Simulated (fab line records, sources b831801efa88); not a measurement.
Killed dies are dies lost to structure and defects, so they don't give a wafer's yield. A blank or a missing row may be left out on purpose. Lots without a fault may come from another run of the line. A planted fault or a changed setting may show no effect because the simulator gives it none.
One fault seen from 2 desks | flow gf180mcu | each desk has only its own numbers; what lay behind them comes last

THE METROLOGY DESK
What the gauges read, lot by lot, whatever tool the lot ran on: means of the sampled wafers that have a number. A lot is out of limits, marked OUT, if its mean lies more than 4 standard deviations from the usual mean; the brackets give that distance.
Columns: A = PSD_OVL at GF_PSD_OVL_MEAS_08, usual -1.3 nm; B = CONTACT_CVD_02_THK at GF_CONTACT_THK_MEAS_03, usual 861 nm
lot  | first seen here | A    | B
L171 | day 14 13:20    | -0.4 | 867
L173 | day 15 09:04    | -1.8 | 865
L174 | day 15 16:18    | 0.2  | 862
L177 | day 16 14:40    | -1.3 | 861
L176 | day 16 16:30    | -0.2 | 849
L178 | day 16 19:52    | -2.0 | 849
L186 | day 19 14:49    | -1.3 | 848
L187 | day 20 02:16    | 0.4  | 858
L188 | day 20 12:51    | -1.7 | 875
L189 | day 20 20:08    | -3.1 | 853
L190 | day 21 02:03    | -1.5 | 861
L191 | day 21 10:09    | -0.5 | 846
L192 | day 21 19:48    | -2.1 | 855
L193 | day 22 14:46    | -2.5 | 859
This desk's finding: nothing out of limits on any of the 14 lots.

THE TOOL OWNER'S DESK: litho_track-03
The tool's own readings at GF_POLY_GATE_SOFTBAKE_06 (time 60 s): means of the sampled wafers that have a number, for each lot that ran on this tool. A lot is out of limits, marked OUT, if its mean lies more than 4 standard deviations from the usual mean; the brackets give that distance.
Columns: A = heater_power_total_W at GF_POLY_GATE_SOFTBAKE_06, usual 93.04 W; B = run_length_s at GF_POLY_GATE_SOFTBAKE_06, usual 89.24 s
lot  | first seen here | A     | B
L173 | day 9 19:00     | 92.97 | 89.46
L174 | day 10 01:00    | 92.97 | 89.47
L177 | day 10 20:00    | 93.04 | 96.48 (+27) OUT
L178 | day 11 00:00    | 93.04 | 96.36 (+26) OUT
L189 | day 14 10:00    | 93.04 | 89.46
This desk's finding: out of limits on L177, L178; first on L177, day 10 20:00 (run_length_s at GF_POLY_GATE_SOFTBAKE_06). In limits: L173, L174, L189.

PUT TOGETHER
The tool owner's desk could have raised an alarm at day 10 20:00, on L177, L178.
The metrology desk saw nothing out of limits.
The metrology desk has L177, L178 on record, within its limits.
Of the lots named, all ran GF_POLY_GATE_SOFTBAKE_06 on litho_track-03.

WHAT THE SIMULATOR HAD PUT IN
Process parameter drift: litho_track-03, from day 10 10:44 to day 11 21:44, at GF_POLY_GATE_SOFTBAKE_06. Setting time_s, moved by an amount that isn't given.
Lots struck among those shown: L177, L178.
Hours from the fault's start to each desk's first reading out of limits: the tool owner's desk, 9.
